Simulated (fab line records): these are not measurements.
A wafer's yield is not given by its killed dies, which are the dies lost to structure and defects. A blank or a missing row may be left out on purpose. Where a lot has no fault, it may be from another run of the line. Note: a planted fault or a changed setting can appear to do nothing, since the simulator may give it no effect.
Matching of chambers ; flow sky130 ; 4 sister chambers for SKY_SONOS_ONO_ETCH_15 on rieDiel-03
The step etches the open film in CHF3/O2, target depth 19.52 nm, time 7.8 s. 14 wafers are shown with their chamber, then 7 later ones without.

== WAFERS, EACH WITH ITS CHAMBER ==
wafer;chamber;oesProductAu (a.u.);throttleValvePct (%)
L586.1;3;1.022;8.822
L586.2;0;1.007;8.823
L586.3;2;1.008;8.834
L588.1;1;0.994;8.832
L588.3;0;1.007;8.833
L588.4;2;0.990;8.823
L590.1;2;0.991;8.801
L590.2;0;1.013;8.828
L590.3;3;0.995;8.824
L593.1;0;1.010;8.831
L593.4;2;0.996;8.815
L593.6;3;1.005;8.829
L596.2;0;1.023;8.819
L596.4;1;1.009;8.822

SIGNATURES (means of the wafers above)
reading;chamber 0;chamber 1;chamber 2;chamber 3;scatter within a chamber
oesProductAu;1.01200;1.00150;0.99625;1.00733;0.00931
throttleValvePct;8.82680;8.82700;8.81825;8.82500;0.00887
Rule: a wafer lies at a distance from a chamber equal to the root of the sum of squares, over the readings, of (its reading less the chamber's mean, divided by the reading's scatter). If the next closest chamber is less than 2 further off than the closest, the wafer can't be placed; otherwise it belongs to the closest. The scatter is the square root of a quotient: the sum, over the shown wafers, of each reading's squared deviation from its chamber's mean, divided by wafers minus chambers.

== WAFERS WHOSE CHAMBER IS MISSING ==
wafer;oesProductAu (a.u.);throttleValvePct (%)
L596.6;1.008;8.832
L603.2;0.994;8.824
L603.4;0.997;8.829
L603.6;1.003;8.821
L605.1;1.005;8.811
L605.2;1.001;8.825
L605.4;1.003;8.836

== THE CHAMBER EACH PASSED THROUGH ==
wafer;from the rows above;in truth
L596.6;can't be placed: 0 or 3 or 1 or 2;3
L603.2;can't be placed: 2 or 1 or 3 or 0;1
L603.4;can't be placed: 1 or 3 or 2 or 0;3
L603.6;can't be placed: 3 or 1 or 2 or 0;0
L605.1;can't be placed: 2 or 3 or 1 or 0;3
L605.2;can't be placed: 1 or 3 or 2 or 0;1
L605.4;can't be placed: 1 or 3 or 0 or 2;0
Correct placement for 0 of the 7. Unplaceable from these rows: 7, with the true chamber sitting among the candidates in 7. 0 placed wrongly.
